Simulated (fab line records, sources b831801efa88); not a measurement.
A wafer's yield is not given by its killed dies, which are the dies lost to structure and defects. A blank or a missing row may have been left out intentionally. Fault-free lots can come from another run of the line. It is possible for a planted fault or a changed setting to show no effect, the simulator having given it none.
The tool behind it: which one? :: flow gf180mcu :: 72 wafers from 24 lots sampled at 6 of the route's 602 steps

WHAT THE GAUGES READ, wafer by wafer
GF_CONTACT_OVL_MEAS_15. Usual: for CONTACT_OVL the level is 1 nm and the standard deviation is 4.8.
lot: L074
measured: day 16 07:29
on: overlay-01
CONTACT_OVL (nm): 2 -2 -1
flag: 

lot: L075
measured: day 16 13:00
on: overlay-02
CONTACT_OVL (nm): 0 2 -2
flag: 

lot: L076
measured: day 16 18:27
on: overlay-01
CONTACT_OVL (nm): -5 3 -5
flag: 

lot: L077
measured: day 17 00:56
on: overlay-02
CONTACT_OVL (nm): 1 -6 2
flag: 

lot: L078
measured: day 17 13:21
on: overlay-01
CONTACT_OVL (nm): 1 -3 -2
flag: 

lot: L079
measured: day 17 22:59
on: overlay-02
CONTACT_OVL (nm): 0 -2 -3
flag: 

lot: L081
measured: day 18 18:31
on: overlay-02
CONTACT_OVL (nm): 1 -1 5
flag: 

lot: L080
measured: day 18 23:15
on: overlay-02
CONTACT_OVL (nm): 0 3 1
flag: 

lot: L082
measured: day 19 03:08
on: overlay-01
CONTACT_OVL (nm): 6 2 7
flag: 

lot: L083
measured: day 19 04:40
on: overlay-02
CONTACT_OVL (nm): 1 9 6
flag: 

lot: L084
measured: day 19 19:33
on: overlay-02
CONTACT_OVL (nm): 8 -4 9
flag: 

lot: L085
measured: day 20 05:00
on: overlay-01
CONTACT_OVL (nm): 12 7 1
flag: 

lot: L086
measured: day 20 08:57
on: overlay-02
CONTACT_OVL (nm): 10 10 7
flag: 

lot: L087
measured: day 21 00:33
on: overlay-01
CONTACT_OVL (nm): -5 -5 -7
flag: 

lot: L088
measured: day 21 10:27
on: overlay-01
CONTACT_OVL (nm): -10 -4 1
flag: 

lot: L089
measured: day 21 15:26
on: overlay-02
CONTACT_OVL (nm): -1 -3 -4
flag: 

lot: L090
measured: day 21 20:59
on: overlay-01
CONTACT_OVL (nm): 11 -1 7
flag: 

lot: L091
measured: day 22 06:56
on: overlay-01
CONTACT_OVL (nm): 8 5 3
flag: 

lot: L092
measured: day 22 13:32
on: overlay-01
CONTACT_OVL (nm): 2 -2 -5
flag: 

lot: L093
measured: day 23 01:05
on: overlay-02
CONTACT_OVL (nm): 3 1 -1
flag: 

lot: L094
measured: day 23 09:16
on: overlay-01
CONTACT_OVL (nm): 3 2 3
flag: 

lot: L095
measured: day 23 17:47
on: overlay-02
CONTACT_OVL (nm): -2 -5 -2
flag: 

lot: L096
measured: day 24 04:36
on: overlay-02
CONTACT_OVL (nm): 1 3 4
flag: 

lot: L097
measured: day 24 05:41
on: overlay-01
CONTACT_OVL (nm): 5 2 7
flag: 

GF_M2_RS_MEAS_05: a four-point-probe measurement. Usual: for M2_ALCU_RS the level is 0.0696 ohm/sq and the standard deviation is 0.00086.
lot: L074
measured: day 18 10:01
on: film-metro-02
M2_ALCU_RS (ohm/sq): 0.0679 0.0684 0.0685
flag: 

lot: L075
measured: day 18 17:31
on: film-metro-02
M2_ALCU_RS (ohm/sq): 0.0689 0.0695 0.0690
flag: 

lot: L076
measured: day 18 22:34
on: film-metro-01
M2_ALCU_RS (ohm/sq): 0.0698 0.0692 0.0692
flag: 

lot: L077
measured: day 19 06:41
on: film-metro-02
M2_ALCU_RS (ohm/sq): 0.0710 0.0701 0.0709
flag: 

lot: L078
measured: day 19 18:56
on: film-metro-02
M2_ALCU_RS (ohm/sq): 0.0706 0.0703 0.0707
flag: 

lot: L079
measured: day 20 04:40
on: film-metro-03
M2_ALCU_RS (ohm/sq): 0.0693 0.0688 0.0692
flag: 

lot: L081
measured: day 20 23:55
on: film-metro-01
M2_ALCU_RS (ohm/sq): 0.0707 0.0704 0.0710
flag: 

lot: L080
measured: day 21 05:05
on: film-metro-03
M2_ALCU_RS (ohm/sq): 0.0689 0.0692 0.0693
flag: 

lot: L082
measured: day 21 09:23
on: film-metro-03
M2_ALCU_RS (ohm/sq): 0.0685 0.0682 0.0682
flag: 

lot: L083
measured: day 21 09:46
on: film-metro-02
M2_ALCU_RS (ohm/sq): 0.0697 0.0696 0.0698
flag: 

lot: L084
measured: day 22 00:08
on: film-metro-02
M2_ALCU_RS (ohm/sq): 0.0710 0.0703 0.0704
flag: 

lot: L085
measured: day 22 09:54
on: film-metro-02
M2_ALCU_RS (ohm/sq): 0.0695 0.0687 0.0689
flag: 

lot: L086
measured: day 22 12:34
on: film-metro-03
M2_ALCU_RS (ohm/sq): 0.0693 0.0692 0.0695
flag: 

lot: L087
measured: day 23 04:14
on: film-metro-03
M2_ALCU_RS (ohm/sq): 0.0698 0.0699 0.0696
flag: 

lot: L088
measured: day 23 13:07
on: film-metro-02
M2_ALCU_RS (ohm/sq): 0.0692 0.0686 0.0685
flag: 

lot: L089
measured: day 23 18:22
on: film-metro-03
M2_ALCU_RS (ohm/sq): 0.0690 0.0691 0.0694
flag: 

lot: L090
measured: day 23 22:51
on: film-metro-02
M2_ALCU_RS (ohm/sq): 0.0710 0.0707 0.0712
flag: 

lot: L091
measured: day 24 09:46
on: film-metro-02
M2_ALCU_RS (ohm/sq): 0.0693 0.0696 0.0689
flag: 

lot: L092
measured: day 24 15:52
on: film-metro-01
M2_ALCU_RS (ohm/sq): 0.0703 0.0709 0.0709
flag: 

lot: L093
measured: day 25 03:42
on: film-metro-01
M2_ALCU_RS (ohm/sq): 0.0698 0.0707 0.0700
flag: 

lot: L094
measured: day 25 22:52
on: film-metro-02
M2_ALCU_RS (ohm/sq): 0.0688 0.0688 0.0685
flag: 

lot: L095
measured: day 26 01:56
on: film-metro-01
M2_ALCU_RS (ohm/sq): 0.0701 0.0708 0.0709
flag: 

lot: L096
measured: day 26 08:32
on: film-metro-01
M2_ALCU_RS (ohm/sq): 0.0695 0.0688 0.0694
flag: 

lot: L097
measured: day 26 11:00
on: film-metro-02
M2_ALCU_RS (ohm/sq): 0.0687 0.0688 0.0684
flag: 

GF_M3_OVL_MEAS_15. Usual: for M3_OVL the level is -1 nm and the standard deviation is 5.2.
lot: L074
measured: day 21 12:58
on: overlay-01
M3_OVL (nm): 0 -11 -7
flag: 

lot: L075
measured: day 21 21:07
on: overlay-02
M3_OVL (nm): -10 -2 -2
flag: 

lot: L076
measured: day 22 02:54
on: overlay-02
M3_OVL (nm): 1 -3 14
flag: 

lot: L077
measured: day 22 09:18
on: overlay-01
M3_OVL (nm): -5 -12 -1
flag: 

lot: L078
measured: day 22 20:53
on: overlay-01
M3_OVL (nm): -6 -6 -2
flag: 

lot: L079
measured: day 23 10:18
on: overlay-02
M3_OVL (nm): -5 -5 1
flag: 

lot: L081
measured: day 24 00:04
on: overlay-01
M3_OVL (nm): 2 2 1
flag: 

lot: L080
measured: day 24 06:06
on: overlay-02
M3_OVL (nm): 2 -10 -3
flag: 

lot: L082
measured: day 24 09:33
on: overlay-01
M3_OVL (nm): -8 -6 -4
flag: 

lot: L083
measured: day 24 09:46
on: overlay-02
M3_OVL (nm): 3 -4 2
flag: 

lot: L084
measured: day 24 22:45
on: overlay-02
M3_OVL (nm): -4 0 -11
flag: 

lot: L085
measured: day 25 20:50
on: overlay-02
M3_OVL (nm): 0 -4 1
flag: 

lot: L086
measured: day 25 22:08
on: overlay-01
M3_OVL (nm): 1 6 3
flag: 

lot: L087
measured: day 26 02:35
on: overlay-01
M3_OVL (nm): 3 -2 -5
flag: 

lot: L088
measured: day 26 19:07
on: overlay-02
M3_OVL (nm): 20 7 5
flag: 

lot: L089
measured: day 26 20:25
on: overlay-02
M3_OVL (nm): 5 5 3
flag: 

lot: L090
measured: day 26 22:05
on: overlay-01
M3_OVL (nm): -5 -1 -5
flag: 

lot: L091
measured: day 27 09:54
on: overlay-02
M3_OVL (nm): -6 0 -9
flag: 

lot: L092
measured: day 27 16:39
on: overlay-02
M3_OVL (nm): -3 0 2
flag: 

lot: L093
measured: day 27 21:57
on: overlay-02
M3_OVL (nm): -3 1 -9
flag: 

lot: L094
measured: day 28 09:07
on: overlay-02
M3_OVL (nm): -5 3 0
flag: 

lot: L095
measured: day 28 15:15
on: overlay-01
M3_OVL (nm): -8 -6 -4
flag: 

lot: L096
measured: day 28 23:13
on: overlay-01
M3_OVL (nm): 2 10 1
flag: 

lot: L097
measured: day 29 00:33
on: overlay-01
M3_OVL (nm): 13 -1 7
flag: 

GF_M5_OVL_MEAS_08. Usual: for M5_OVL the level is -3 nm and the standard deviation is 5.6.
lot: L074
measured: day 26 03:14
on: overlay-02
M5_OVL (nm): 1 -5 0
flag: 

lot: L075
measured: day 26 03:39
on: overlay-02
M5_OVL (nm): -11 -5 -13
flag: 

lot: L076
measured: day 27 06:04
on: overlay-02
M5_OVL (nm): -6 1 -5
flag: 

lot: L077
measured: day 27 11:33
on: overlay-01
M5_OVL (nm): -5 -7 -1
flag: 

lot: L078
measured: day 27 19:30
on: overlay-02
M5_OVL (nm): -4 12 -1
flag: 

lot: L079
measured: day 28 09:54
on: overlay-01
M5_OVL (nm): 0 1 -12
flag: 

lot: L081
measured: day 28 17:52
on: overlay-02
M5_OVL (nm): -8 4 -2
flag: 

lot: L080
measured: day 29 01:39
on: overlay-02
M5_OVL (nm): -2 6 -2
flag: 

lot: L082
measured: day 29 06:21
on: overlay-02
M5_OVL (nm): -5 -9 2
flag: 

lot: L083
measured: day 29 07:16
on: overlay-02
M5_OVL (nm): -4 -13 -4
flag: 

lot: L084
measured: day 29 13:59
on: overlay-02
M5_OVL (nm): 7 -9 4
flag: 

lot: L085
measured: day 29 23:12
on: overlay-01
M5_OVL (nm): -2 -8 -12
flag: 

lot: L086
measured: day 30 04:16
on: overlay-02
M5_OVL (nm): -2 -12 1
flag: 

lot: L087
measured: day 30 10:26
on: overlay-02
M5_OVL (nm): -11 -14 2
flag: 

lot: L088
measured: day 31 00:50
on: overlay-02
M5_OVL (nm): -1 -3 7
flag: 

lot: L089
measured: day 31 04:07
on: overlay-01
M5_OVL (nm): -6 -6 -1
flag: 

lot: L090
measured: day 31 05:32
on: overlay-02
M5_OVL (nm): -4 1 -1
flag: 

lot: L091
measured: day 31 13:39
on: overlay-02
M5_OVL (nm): -3 6 -3
flag: 

lot: L092
measured: day 31 20:50
on: overlay-02
M5_OVL (nm): 1 -1 -4
flag: 

lot: L093
measured: day 32 01:12
on: overlay-02
M5_OVL (nm): -2 -5 4
flag: 

lot: L094
measured: day 32 08:52
on: overlay-01
M5_OVL (nm): 0 7 0
flag: 

lot: L095
measured: day 32 17:12
on: overlay-02
M5_OVL (nm): -5 -11 5
flag: 

lot: L096
measured: day 33 00:11
on: overlay-01
M5_OVL (nm): -10 -4 1
flag: 

lot: L097
measured: day 33 00:32
on: overlay-01
M5_OVL (nm): -16 -3 -12
flag: 

WHICH TOOL RAN EACH LOT (tool, then ch and the chambers of the sampled wafers, then the start)
lot: L074
GF_M1_SPUTTER_02: pvd-sputter-01, day 16 08:48
GF_MIM_SPUTTER_07: pvd-sputter-02, day 24 17:17

lot: L075
GF_M1_SPUTTER_02: pvd-sputter-02, day 16 14:18
GF_MIM_SPUTTER_07: pvd-sputter-04, day 24 23:44

lot: L076
GF_M1_SPUTTER_02: pvd-sputter-01, day 16 19:55
GF_MIM_SPUTTER_07: pvd-sputter-02, day 25 21:19

lot: L077
GF_M1_SPUTTER_02: pvd-sputter-02, day 17 02:14
GF_MIM_SPUTTER_07: pvd-sputter-04, day 25 22:48

lot: L078
GF_M1_SPUTTER_02: pvd-sputter-01, day 17 14:53
GF_MIM_SPUTTER_07: pvd-sputter-01, day 26 03:02

lot: L079
GF_M1_SPUTTER_02: pvd-sputter-01, day 18 00:23
GF_MIM_SPUTTER_07: pvd-sputter-01, day 26 17:04

lot: L081
GF_M1_SPUTTER_02: pvd-sputter-02, day 18 20:01
GF_MIM_SPUTTER_07: pvd-sputter-01, day 27 01:24

lot: L080
GF_M1_SPUTTER_02: pvd-sputter-02, day 19 00:34
GF_MIM_SPUTTER_07: pvd-sputter-02, day 27 10:14

lot: L082
GF_M1_SPUTTER_02: pvd-sputter-02, day 19 04:34
GF_MIM_SPUTTER_07: pvd-sputter-02, day 27 14:05

lot: L083
GF_M1_SPUTTER_02: pvd-sputter-01, day 19 06:04
GF_MIM_SPUTTER_07: pvd-sputter-01, day 27 15:42

lot: L084
GF_M1_SPUTTER_02: pvd-sputter-01, day 19 20:58
GF_MIM_SPUTTER_07: pvd-sputter-04, day 27 22:30

lot: L085
GF_M1_SPUTTER_02: pvd-sputter-01, day 20 06:19
GF_MIM_SPUTTER_07: pvd-sputter-01, day 28 10:01

lot: L086
GF_M1_SPUTTER_02: pvd-sputter-04, day 20 10:16
GF_MIM_SPUTTER_07: pvd-sputter-02, day 28 14:29

lot: L087
GF_M1_SPUTTER_02: pvd-sputter-01, day 21 01:52
GF_MIM_SPUTTER_07: pvd-sputter-02, day 28 20:29

lot: L088
GF_M1_SPUTTER_02: pvd-sputter-04, day 21 11:51
GF_MIM_SPUTTER_07: pvd-sputter-02, day 29 11:26

lot: L089
GF_M1_SPUTTER_02: pvd-sputter-04, day 21 16:50
GF_MIM_SPUTTER_07: pvd-sputter-02, day 29 15:05

lot: L090
GF_M1_SPUTTER_02: pvd-sputter-04, day 21 22:18
GF_MIM_SPUTTER_07: pvd-sputter-04, day 29 16:34

lot: L091
GF_M1_SPUTTER_02: pvd-sputter-04, day 22 08:16
GF_MIM_SPUTTER_07: pvd-sputter-01, day 30 01:11

lot: L092
GF_M1_SPUTTER_02: pvd-sputter-01, day 22 14:51
GF_MIM_SPUTTER_07: pvd-sputter-01, day 30 07:44

lot: L093
GF_M1_SPUTTER_02: pvd-sputter-02, day 23 02:25
GF_MIM_SPUTTER_07: pvd-sputter-02, day 30 12:47

lot: L094
GF_M1_SPUTTER_02: pvd-sputter-02, day 23 10:33
GF_MIM_SPUTTER_07: pvd-sputter-01, day 30 22:50

lot: L095
GF_M1_SPUTTER_02: pvd-sputter-02, day 23 19:06
GF_MIM_SPUTTER_07: pvd-sputter-04, day 31 06:23

lot: L096
GF_M1_SPUTTER_02: pvd-sputter-04, day 24 05:59
GF_MIM_SPUTTER_07: pvd-sputter-04, day 31 13:27

lot: L097
GF_M1_SPUTTER_02: pvd-sputter-02, day 24 07:00
GF_MIM_SPUTTER_07: pvd-sputter-04, day 31 14:38
- GF_M1_SPUTTER_02: material AlCu, target thk 450 nm, time 23.9 s.
- GF_MIM_SPUTTER_07: material TiN, target thk 60 nm, time 50 s.

WHAT THE TOOLS THEMSELVES READ (means of the sampled wafers that have a number; where no wafer has one, the mark that the record gives instead)
GF_M1_SPUTTER_02. Usual: 30.0 % for throttle-valve-pct, sd 0.94.
lot: L074
tool: pvd-sputter-01
throttle-valve-pct (%): 30.2
flag: 

lot: L075
tool: pvd-sputter-02
throttle-valve-pct (%): 29.5
flag: 

lot: L076
tool: pvd-sputter-01
throttle-valve-pct (%): 31.1
flag: 

lot: L077
tool: pvd-sputter-02
throttle-valve-pct (%): 30.7
flag: 

lot: L078
tool: pvd-sputter-01
throttle-valve-pct (%): 30.6
flag: 

lot: L079
tool: pvd-sputter-01
throttle-valve-pct (%): 31.1
flag: 

lot: L081
tool: pvd-sputter-02
throttle-valve-pct (%): 29.8
flag: 

lot: L080
tool: pvd-sputter-02
throttle-valve-pct (%): 29.6
flag: 

lot: L082
tool: pvd-sputter-02
throttle-valve-pct (%): 30.0
flag: 

lot: L083
tool: pvd-sputter-01
throttle-valve-pct (%): 30.2
flag: 

lot: L084
tool: pvd-sputter-01
throttle-valve-pct (%): 30.0
flag: 

lot: L085
tool: pvd-sputter-01
throttle-valve-pct (%): 30.7
flag: 

lot: L086
tool: pvd-sputter-04
throttle-valve-pct (%): 29.3
flag: 

lot: L087
tool: pvd-sputter-01
throttle-valve-pct (%): 30.6
flag: 

lot: L088
tool: pvd-sputter-04
throttle-valve-pct (%): 29.5
flag: 

lot: L089
tool: pvd-sputter-04
throttle-valve-pct (%): 29.4
flag: 

lot: L090
tool: pvd-sputter-04
throttle-valve-pct (%): 29.3
flag: 

lot: L091
tool: pvd-sputter-04
throttle-valve-pct (%): 29.2
flag: 

lot: L092
tool: pvd-sputter-01
throttle-valve-pct (%): 30.6
flag: 

lot: L093
tool: pvd-sputter-02
throttle-valve-pct (%): 28.8
flag: 

lot: L094
tool: pvd-sputter-02
throttle-valve-pct (%): 29.8
flag: 

lot: L095
tool: pvd-sputter-02
throttle-valve-pct (%): 30.8
flag: 

lot: L096
tool: pvd-sputter-04
throttle-valve-pct (%): 29.2
flag: 

lot: L097
tool: pvd-sputter-02
throttle-valve-pct (%): 29.0
flag: 

GF_MIM_SPUTTER_07. Usual: 29.8 % for throttle-valve-pct, sd 0.96.
lot: L074
tool: pvd-sputter-02
throttle-valve-pct (%): 29.0
flag: 

lot: L075
tool: pvd-sputter-04
throttle-valve-pct (%): 29.2
flag: 

lot: L076
tool: pvd-sputter-02
throttle-valve-pct (%): 30.2
flag: 

lot: L077
tool: pvd-sputter-04
throttle-valve-pct (%): 29.3
flag: 

lot: L078
tool: pvd-sputter-01
throttle-valve-pct (%): 30.0
flag: 

lot: L079
tool: pvd-sputter-01
throttle-valve-pct (%): 31.1
flag: 

lot: L081
tool: pvd-sputter-01
throttle-valve-pct (%): 30.5
flag: 

lot: L080
tool: pvd-sputter-02
throttle-valve-pct (%): 30.5
flag: 

lot: L082
tool: pvd-sputter-02
throttle-valve-pct (%): 29.2
flag: 

lot: L083
tool: pvd-sputter-01
throttle-valve-pct (%): 31.2
flag: 

lot: L084
tool: pvd-sputter-04
throttle-valve-pct (%): 29.6
flag: 

lot: L085
tool: pvd-sputter-01
throttle-valve-pct (%): 30.6
flag: 

lot: L086
tool: pvd-sputter-02
throttle-valve-pct (%): 30.2
flag: 

lot: L087
tool: pvd-sputter-02
throttle-valve-pct (%): 29.3
flag: 

lot: L088
tool: pvd-sputter-02
throttle-valve-pct (%): 30.1
flag: 

lot: L089
tool: pvd-sputter-02
throttle-valve-pct (%): 29.7
flag: 

lot: L090
tool: pvd-sputter-04
throttle-valve-pct (%): 29.2
flag: 

lot: L091
tool: pvd-sputter-01
throttle-valve-pct (%): 30.5
flag: 

lot: L092
tool: pvd-sputter-01
throttle-valve-pct (%): 30.7
flag: 

lot: L093
tool: pvd-sputter-02
throttle-valve-pct (%): 28.6
flag: 

lot: L094
tool: pvd-sputter-01
throttle-valve-pct (%): 31.2
flag: 

lot: L095
tool: pvd-sputter-04
throttle-valve-pct (%): 29.3
flag: 

lot: L096
tool: pvd-sputter-04
throttle-valve-pct (%): 29.2
flag: 

lot: L097
tool: pvd-sputter-04
throttle-valve-pct (%): 29.2
flag: 

THE ANSWER, worked out from the rows above alone
Rule: lot off if the mean of its wafers having a number is beyond 3 standard deviations from the usual mean. Also off: a lot with no number at a reading for which 4 or more lots have one. The other lots that the step has rows for count as sound. First the gauges in route order, then the tools' own readings, where a lot's mean is used as printed above. At the first step where some lot is off, the reading lying furthest off is the one used; lots without a number count as furthest.
No lot is off on any of the readings shown, so nothing can be concluded from this.

WHAT THE SIMULATOR PUT IN
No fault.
